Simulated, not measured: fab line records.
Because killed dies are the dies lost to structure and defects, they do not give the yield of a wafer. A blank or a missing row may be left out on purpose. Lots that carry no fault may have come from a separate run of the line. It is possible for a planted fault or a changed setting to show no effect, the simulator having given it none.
A sampling plan put to the test ; flow gf180mcu ; 52 faults told of in these records, all on one fab line, each judged by the records of the lots it struck
The line's own looks make up the plan; these are the steps of the route where a gauge or inspection reads the wafer and leaves it unchanged. A look can be judged if struck wafers have a number there and the file gives its usual mean and standard deviation on fault-free wafers. Caught: at a look after the fault's first step, the mean of the struck wafers lies 4 or more of those standard deviations (sigma) from the usual mean. On the tool: the same test on the tool's own readings at the fault's steps. Another recipe on the struck wafers, or a record that is blank for them alone, also counts as caught.

== THE FAULTS, as the simulator had put them in ==
1. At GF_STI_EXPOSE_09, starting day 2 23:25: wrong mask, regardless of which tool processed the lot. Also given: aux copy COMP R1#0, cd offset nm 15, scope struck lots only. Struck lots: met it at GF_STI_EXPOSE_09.
2. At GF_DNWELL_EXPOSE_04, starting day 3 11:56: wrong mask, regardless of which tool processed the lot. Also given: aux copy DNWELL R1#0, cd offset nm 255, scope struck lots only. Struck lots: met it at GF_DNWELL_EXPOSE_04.
3. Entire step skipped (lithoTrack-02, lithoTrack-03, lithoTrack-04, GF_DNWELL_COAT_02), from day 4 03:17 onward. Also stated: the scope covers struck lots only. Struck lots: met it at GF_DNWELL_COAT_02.
4. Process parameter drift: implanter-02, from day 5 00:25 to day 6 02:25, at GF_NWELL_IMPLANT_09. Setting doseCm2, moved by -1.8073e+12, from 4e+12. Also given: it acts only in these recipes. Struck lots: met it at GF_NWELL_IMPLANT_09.
5. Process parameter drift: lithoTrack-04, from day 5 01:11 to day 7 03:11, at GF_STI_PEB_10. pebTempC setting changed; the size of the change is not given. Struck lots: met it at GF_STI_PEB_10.
6. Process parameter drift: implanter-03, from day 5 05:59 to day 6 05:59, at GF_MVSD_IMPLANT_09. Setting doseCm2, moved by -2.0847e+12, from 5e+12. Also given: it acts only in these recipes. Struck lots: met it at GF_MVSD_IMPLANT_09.
7. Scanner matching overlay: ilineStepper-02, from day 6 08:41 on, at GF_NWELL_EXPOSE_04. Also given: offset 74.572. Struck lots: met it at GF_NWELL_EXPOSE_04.
8. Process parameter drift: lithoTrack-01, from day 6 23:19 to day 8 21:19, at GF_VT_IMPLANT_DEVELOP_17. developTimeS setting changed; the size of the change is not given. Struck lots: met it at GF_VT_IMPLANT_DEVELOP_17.
9. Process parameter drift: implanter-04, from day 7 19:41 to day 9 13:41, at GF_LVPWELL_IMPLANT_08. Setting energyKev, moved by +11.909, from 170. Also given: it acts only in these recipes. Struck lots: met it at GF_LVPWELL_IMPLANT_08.
10. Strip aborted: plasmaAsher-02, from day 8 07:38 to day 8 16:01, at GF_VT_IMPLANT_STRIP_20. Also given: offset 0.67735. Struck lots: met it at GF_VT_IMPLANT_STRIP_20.
11. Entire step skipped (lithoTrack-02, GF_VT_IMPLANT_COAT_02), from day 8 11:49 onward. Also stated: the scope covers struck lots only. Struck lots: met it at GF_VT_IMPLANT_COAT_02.
12. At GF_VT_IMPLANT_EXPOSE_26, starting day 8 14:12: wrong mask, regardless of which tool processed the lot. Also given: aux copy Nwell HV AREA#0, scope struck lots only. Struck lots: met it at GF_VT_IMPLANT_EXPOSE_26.
13. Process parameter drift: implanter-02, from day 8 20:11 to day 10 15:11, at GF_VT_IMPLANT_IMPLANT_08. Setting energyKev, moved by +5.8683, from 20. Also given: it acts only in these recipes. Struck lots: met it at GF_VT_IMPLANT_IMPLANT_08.
14. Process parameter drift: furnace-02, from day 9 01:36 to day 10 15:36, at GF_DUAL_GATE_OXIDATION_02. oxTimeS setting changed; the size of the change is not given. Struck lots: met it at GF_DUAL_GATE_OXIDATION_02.
15. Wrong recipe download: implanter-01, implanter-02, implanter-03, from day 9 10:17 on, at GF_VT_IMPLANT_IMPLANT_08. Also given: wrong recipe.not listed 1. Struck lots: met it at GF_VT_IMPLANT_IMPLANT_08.
16. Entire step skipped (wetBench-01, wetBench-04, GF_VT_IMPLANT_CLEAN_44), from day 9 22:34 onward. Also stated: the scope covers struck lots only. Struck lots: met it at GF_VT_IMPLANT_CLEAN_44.
17. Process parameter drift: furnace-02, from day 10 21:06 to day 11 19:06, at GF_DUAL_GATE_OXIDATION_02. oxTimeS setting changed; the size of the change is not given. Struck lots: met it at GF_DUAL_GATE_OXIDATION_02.
18. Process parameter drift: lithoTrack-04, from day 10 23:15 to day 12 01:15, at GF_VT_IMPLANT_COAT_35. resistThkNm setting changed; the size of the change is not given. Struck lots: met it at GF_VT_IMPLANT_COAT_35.
19. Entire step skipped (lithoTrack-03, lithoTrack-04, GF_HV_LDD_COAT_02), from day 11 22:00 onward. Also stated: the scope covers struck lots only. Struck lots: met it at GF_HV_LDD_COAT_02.
20. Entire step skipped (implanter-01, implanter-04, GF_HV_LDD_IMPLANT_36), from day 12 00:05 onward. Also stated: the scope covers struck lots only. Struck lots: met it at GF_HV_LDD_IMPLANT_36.
21. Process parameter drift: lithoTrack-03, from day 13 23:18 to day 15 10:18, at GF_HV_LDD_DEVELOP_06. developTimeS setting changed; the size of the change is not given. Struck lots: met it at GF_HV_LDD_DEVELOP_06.
22. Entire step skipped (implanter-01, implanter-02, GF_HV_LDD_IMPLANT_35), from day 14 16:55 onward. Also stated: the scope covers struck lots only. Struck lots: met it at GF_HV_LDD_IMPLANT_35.
23. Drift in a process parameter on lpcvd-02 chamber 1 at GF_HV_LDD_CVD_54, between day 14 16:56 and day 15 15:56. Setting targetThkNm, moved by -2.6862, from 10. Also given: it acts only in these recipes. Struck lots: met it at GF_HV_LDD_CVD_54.
24. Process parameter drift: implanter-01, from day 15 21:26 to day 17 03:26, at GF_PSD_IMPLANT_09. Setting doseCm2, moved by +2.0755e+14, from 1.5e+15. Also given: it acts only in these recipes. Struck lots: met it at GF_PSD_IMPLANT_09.
25. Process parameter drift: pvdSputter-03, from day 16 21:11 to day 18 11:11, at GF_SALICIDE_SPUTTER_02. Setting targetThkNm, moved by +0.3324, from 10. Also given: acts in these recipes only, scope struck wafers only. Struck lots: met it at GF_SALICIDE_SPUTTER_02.
26. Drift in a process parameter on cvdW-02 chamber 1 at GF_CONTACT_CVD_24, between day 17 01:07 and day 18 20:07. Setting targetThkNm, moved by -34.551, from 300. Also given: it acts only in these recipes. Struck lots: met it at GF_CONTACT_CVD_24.
27. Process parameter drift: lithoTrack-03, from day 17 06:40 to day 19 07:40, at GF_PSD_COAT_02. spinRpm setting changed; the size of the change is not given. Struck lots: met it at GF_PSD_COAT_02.
28. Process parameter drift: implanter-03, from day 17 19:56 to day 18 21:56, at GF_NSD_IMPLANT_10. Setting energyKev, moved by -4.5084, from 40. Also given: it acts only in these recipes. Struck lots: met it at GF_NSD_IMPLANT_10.
29. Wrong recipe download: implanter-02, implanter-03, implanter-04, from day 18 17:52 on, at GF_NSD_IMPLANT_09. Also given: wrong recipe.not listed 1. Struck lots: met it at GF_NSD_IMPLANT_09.
30. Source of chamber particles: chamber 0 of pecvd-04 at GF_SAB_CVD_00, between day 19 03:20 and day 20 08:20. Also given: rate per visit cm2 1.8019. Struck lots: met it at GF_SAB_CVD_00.
31. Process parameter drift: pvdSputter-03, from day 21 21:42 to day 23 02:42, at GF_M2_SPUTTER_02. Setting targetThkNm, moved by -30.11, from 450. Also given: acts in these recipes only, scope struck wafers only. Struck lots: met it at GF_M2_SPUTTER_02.
32. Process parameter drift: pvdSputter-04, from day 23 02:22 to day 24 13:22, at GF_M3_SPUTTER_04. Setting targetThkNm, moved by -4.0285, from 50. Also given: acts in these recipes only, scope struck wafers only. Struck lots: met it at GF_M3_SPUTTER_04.
33. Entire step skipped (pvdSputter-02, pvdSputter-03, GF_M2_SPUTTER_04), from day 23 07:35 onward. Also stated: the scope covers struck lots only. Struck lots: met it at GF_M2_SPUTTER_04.
34. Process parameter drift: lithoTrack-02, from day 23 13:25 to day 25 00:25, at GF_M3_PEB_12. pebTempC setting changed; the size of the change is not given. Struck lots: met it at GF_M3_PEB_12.
35. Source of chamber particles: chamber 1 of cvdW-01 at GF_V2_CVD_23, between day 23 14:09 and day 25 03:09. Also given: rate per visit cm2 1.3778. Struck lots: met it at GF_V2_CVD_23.
36. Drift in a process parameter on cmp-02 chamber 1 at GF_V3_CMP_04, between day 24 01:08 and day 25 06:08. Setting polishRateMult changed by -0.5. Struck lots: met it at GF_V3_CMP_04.
37. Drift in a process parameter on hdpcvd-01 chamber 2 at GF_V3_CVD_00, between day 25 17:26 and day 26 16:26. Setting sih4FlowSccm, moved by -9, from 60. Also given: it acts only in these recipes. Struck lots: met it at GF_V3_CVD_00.
38. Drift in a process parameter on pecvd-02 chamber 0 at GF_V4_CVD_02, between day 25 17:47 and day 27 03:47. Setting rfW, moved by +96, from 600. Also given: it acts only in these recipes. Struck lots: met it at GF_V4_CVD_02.
39. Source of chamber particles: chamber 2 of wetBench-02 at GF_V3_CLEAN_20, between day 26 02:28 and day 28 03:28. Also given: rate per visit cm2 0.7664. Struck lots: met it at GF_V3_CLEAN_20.
40. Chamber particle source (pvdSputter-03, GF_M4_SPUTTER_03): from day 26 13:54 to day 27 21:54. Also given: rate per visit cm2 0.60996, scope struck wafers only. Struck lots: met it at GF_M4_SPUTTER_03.
41. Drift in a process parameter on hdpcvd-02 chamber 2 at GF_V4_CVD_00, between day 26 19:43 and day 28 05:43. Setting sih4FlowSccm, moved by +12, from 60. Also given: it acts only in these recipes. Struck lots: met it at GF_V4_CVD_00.
42. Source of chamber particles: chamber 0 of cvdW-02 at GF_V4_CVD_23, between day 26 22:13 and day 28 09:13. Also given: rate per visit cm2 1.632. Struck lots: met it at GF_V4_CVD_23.
43. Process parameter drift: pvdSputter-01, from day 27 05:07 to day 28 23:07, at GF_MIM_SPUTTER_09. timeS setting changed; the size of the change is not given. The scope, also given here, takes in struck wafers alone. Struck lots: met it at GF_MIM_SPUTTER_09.
44. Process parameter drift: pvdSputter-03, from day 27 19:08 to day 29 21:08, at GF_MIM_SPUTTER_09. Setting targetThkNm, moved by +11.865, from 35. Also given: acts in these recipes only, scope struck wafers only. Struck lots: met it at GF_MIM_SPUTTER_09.
45. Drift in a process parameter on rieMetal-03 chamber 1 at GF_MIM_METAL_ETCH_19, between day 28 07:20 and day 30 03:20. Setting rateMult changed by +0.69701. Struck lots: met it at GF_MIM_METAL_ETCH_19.
46. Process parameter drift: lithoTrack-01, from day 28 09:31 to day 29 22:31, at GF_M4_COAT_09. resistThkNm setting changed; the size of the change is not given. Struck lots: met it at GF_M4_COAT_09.
47. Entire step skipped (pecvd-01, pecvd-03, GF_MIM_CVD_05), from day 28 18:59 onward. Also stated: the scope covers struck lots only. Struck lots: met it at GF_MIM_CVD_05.
48. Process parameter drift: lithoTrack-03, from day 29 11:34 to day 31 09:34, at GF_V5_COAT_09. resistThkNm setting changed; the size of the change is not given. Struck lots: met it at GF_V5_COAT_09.
49. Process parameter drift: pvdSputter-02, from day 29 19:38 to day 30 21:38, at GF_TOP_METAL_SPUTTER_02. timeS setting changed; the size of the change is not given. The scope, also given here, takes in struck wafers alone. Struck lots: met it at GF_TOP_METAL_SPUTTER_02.
50. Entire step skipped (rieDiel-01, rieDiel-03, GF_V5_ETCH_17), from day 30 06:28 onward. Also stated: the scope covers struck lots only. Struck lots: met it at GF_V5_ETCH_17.
51. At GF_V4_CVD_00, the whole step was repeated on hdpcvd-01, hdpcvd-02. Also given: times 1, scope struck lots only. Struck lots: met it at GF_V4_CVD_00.
52. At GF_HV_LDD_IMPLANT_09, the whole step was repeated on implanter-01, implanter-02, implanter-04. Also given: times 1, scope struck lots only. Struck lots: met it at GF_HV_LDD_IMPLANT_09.

== WHAT THE PLAN SAW ==
fault;on the tool itself;first look that catches it;reading, sigma;median hours from its first step to that look;hours from the fault's start to the first struck lot there;judged looks passed uncaught
1;no reading that can be judged;GF_STI_CD_MEAS_12;cdNm +10;6.2;9;0
2;under 2 sigma;no look after it can be judged;-;-;-;0
3;the tool's record is blank for the struck wafers;GF_NWELL_TW_MEAS_11;NWELL_TW +16;21.5;23;0
4;doseIonsCm2 -99 or beyond sigma;GF_VT_IMPLANT_RS_MEAS_47;NWELL_RS +31;114.9;114;0
5;plateSensorTEdgeC -99 or beyond sigma;GF_STI_CD_MEAS_12;cdNm +90;0.3;6;0
6;doseIonsCm2 -99 or beyond sigma;GF_VT_IMPLANT_RS_MEAS_46;MVSD_RS +35;80.3;88;0
7;no reading that can be judged;GF_NWELL_OVL_MEAS_07;NWELL_OVL +67;7.8;10;0
8;no reading that can be judged;GF_VT_IMPLANT_TW_MEAS_21;VT_IMPLANT_2_TW -84;0.4;7;0
9;beamEnergyKeV +99 or beyond sigma;GF_VT_IMPLANT_RS_MEAS_48;LVPWELL_RS -4.5;110.1;115;0
10;oesProductAu +46 sigma;GF_VT_IMPLANT_TW_MEAS_32;VT_IMPLANT_3_TW -75;16.6;25;0
11;the tool's record is blank for the struck wafers;GF_VT_IMPLANT_TW_MEAS_32;VT_IMPLANT_3_TW +95;44.5;47;1
12;no reading that can be judged;GF_VT_IMPLANT_TW_MEAS_32;VT_IMPLANT_3_TW -75;7.9;11;0
13;beamEnergyKeV +99 or beyond sigma;GF_VT_IMPLANT_TW_MEAS_10;VT_IMPLANT_TW +6.1;0.2;3;0
14;under 2 sigma;GF_DUAL_GATE_THK_MEAS_03;DUAL_GATE_OXIDATION_00_THK +7.6;1.5;10;0
15;under 2 sigma;GF_VT_IMPLANT_TW_MEAS_10;VT_IMPLANT_TW +60;0.2;3;0
16;no reading that can be judged;no look after it can be judged;-;-;-;0
17;under 2 sigma;none of the 2 looks that can be judged after it;strongest: DUAL_GATE_OXIDATION_00_THK at GF_DUAL_GATE_THK_MEAS_03, -2.4;-;-;2
18;under 2 sigma;none of the 2 looks that can be judged after it;-;-;-;2
19;the tool's record is blank for the struck wafers;GF_HV_LDD_TW_MEAS_23;HV_LDD_2_TW +99 or beyond;30.2;33;0
20;the tool's record is blank for the struck wafers;GF_HV_LDD_TW_MEAS_38;HV_LDD_3_TW -7.9;0.2;5;0
21;no reading that can be judged;none of the 2 looks that can be judged after it;-;-;-;2
22;the tool's record is blank for the struck wafers;GF_HV_LDD_TW_MEAS_38;HV_LDD_3_TW -7.0;0.4;3;0
23;under 2 sigma;GF_HV_LDD_THK_MEAS_55;HV_LDD_CVD_54_THK -16;1.0;3;0
24;doseIonsCm2 +99 or beyond sigma;GF_PSD_RS_MEAS_15;PSD_RS -9.2;0.6;18;1
25;under 2 sigma;no look after it can be judged;-;-;-;0
26;under 2 sigma;GF_CONTACT_RS_MEAS_25;CONTACT_W_RS +8.3;0.1;3;0
27;spinSpeedRpm +72 sigma;no look after it can be judged;-;-;-;0
28;beamEnergyKeV -99 or beyond sigma;GF_PSD_RS_MEAS_14;NSD_RS +5.3;24.9;27;0
29;under 2 sigma;not the one look that can be judged after it;-;-;-;1
30;under 2 sigma;none of the 8 looks that can be judged after it;-;-;-;8
31;under 2 sigma;GF_M2_RS_MEAS_05;M2_ALCU_RS +8.3;0.1;2;0
32;under 2 sigma;none of the 7 looks that can be judged after it;-;-;-;7
33;the tool's record is blank for the struck wafers;GF_M2_THK_MEAS_06;M2_ALCU_THK +10;0.2;3;0
34;heaterPowerTotalW -36 sigma;GF_M3_CD_MEAS_14;cdNm +9.2;0.3;8;0
35;under 2 sigma;not the one look that can be judged after it;-;-;-;1
36;timeToEndpointS +4.6 sigma;not the one look that can be judged after it;-;-;-;1
37;sih4FlowSccm -45 sigma;GF_V3_THK_MEAS_01;V3_CVD_00_THK -13;0.1;14;0
38;rfFwdPowerW +42 sigma;not the one look that can be judged after it;strongest: V4_CVD_02_THK at GF_V4_THK_MEAS_03, +3.1;-;-;1
39;no reading that can be judged;none of the 2 looks that can be judged after it;-;-;-;2
40;under 2 sigma;not the one look that can be judged after it;-;-;-;1
41;sih4FlowSccm +70 sigma;GF_V4_THK_MEAS_01;V4_CVD_00_THK +20;0.1;3;0
42;under 2 sigma;not the one look that can be judged after it;-;-;-;1
43;under 2 sigma;none of the 4 looks that can be judged after it;-;-;-;4
44;under 2 sigma;none of the 4 looks that can be judged after it;-;-;-;4
45;under 2 sigma;no look after it can be judged;-;-;-;0
46;no reading that can be judged;no look after it can be judged;-;-;-;0
47;the tool's record is blank for the struck wafers;no look after it can be judged;-;-;-;0
48;under 2 sigma;not the one look that can be judged after it;-;-;-;1
49;only faintly: cathodeDcPowerW -2.0 sigma;GF_TOP_METAL_RS_MEAS_05;TOP_METAL_ALCU_RS +21;0.1;9;0
50;the tool's record is blank for the struck wafers;no look after it can be judged;-;-;-;0
51;under 2 sigma;GF_V4_THK_MEAS_01;V4_CVD_00_THK +99 or beyond;0.3;-;0
52;under 2 sigma;GF_HV_LDD_TW_MEAS_11;HV_LDD_TW +14;0.6;-;0
A dash: this means the fault isn't caught or the number doesn't appear in these records.

Caught at a look: 29 of 52. Caught on the tool: 22 of 52. By one or the other: 34 of 52.
Caught on the tool alone: faults 27, 36, 38, 47, 50.
Caught at a look alone: faults 1, 7, 8, 12, 14, 15, 23, 26, 31, 49, 51, 52.
Caught by neither: faults 2, 16, 17, 18, 21, 25, 29, 30, 32, 35, 39, 40, 42, 43, 44, 45, 46, 48.

== THINNER SAMPLING ==
If the look that catches a fault measured only every second or every third lot, by lot number, the first struck lot would be measured this late in the worst case:
fault;struck lots at that look, in order of time;every lot;every second lot;every third lot
1;L180;9 h;may miss it;may miss it
3;L617, L618, L619;23 h;30 h;34 h
4;L688, L690, L692;114 h;may miss all 3;144 h
5;L315, L316;6 h;11 h;may miss all 2
6;L194, L195;88 h;99 h;may miss all 2
7;L170, L172;10 h;may miss all 2;may miss all 2
8;L405, L408, L411;7 h;27 h;may miss all 3
9;L706, L708, L709;115 h;137 h;may miss all 3
10;L684;25 h;may miss it;may miss it
11;L856, L857;47 h;55 h;may miss all 2
12;L880;11 h;may miss it;may miss it
13;L431, L433;3 h;may miss all 2;may miss all 2
14;L942, L946;10 h;may miss all 2;may miss all 2
15;L288, L289, L290, L291;3 h;7 h;13 h
19;L101, L102;33 h;43 h;may miss all 2
20;L383, L384;5 h;11 h;may miss all 2
22;L809, L810;3 h;9 h;may miss all 2
23;L258;3 h;may miss it;may miss it
24;L971, L972;18 h;24 h;may miss all 2
26;L646, L649;3 h;39 h;may miss all 2
28;L778, L780;27 h;may miss all 2;may miss all 2
31;L780, L781;2 h;10 h;may miss all 2
33;L467, L468, L469;3 h;13 h;19 h
34;L253, L254, L256;8 h;14 h;may miss all 3
37;L314;14 h;may miss it;may miss it
41;L934, L935;3 h;9 h;may miss all 2
49;L903;9 h;may miss it;may miss it
Hours: fault start to first struck lot measured. The limit of 4 sigma was tested on all struck wafers together, so one lot alone may lie under it. Other struck lots may not be in these records.

== THE LONGEST TIMED WAY FROM STEP TO LOOK ==
Fault 4: median gap of 114.9 hours between GF_NWELL_IMPLANT_09 and GF_VT_IMPLANT_RS_MEAS_47. No look between them can be judged.
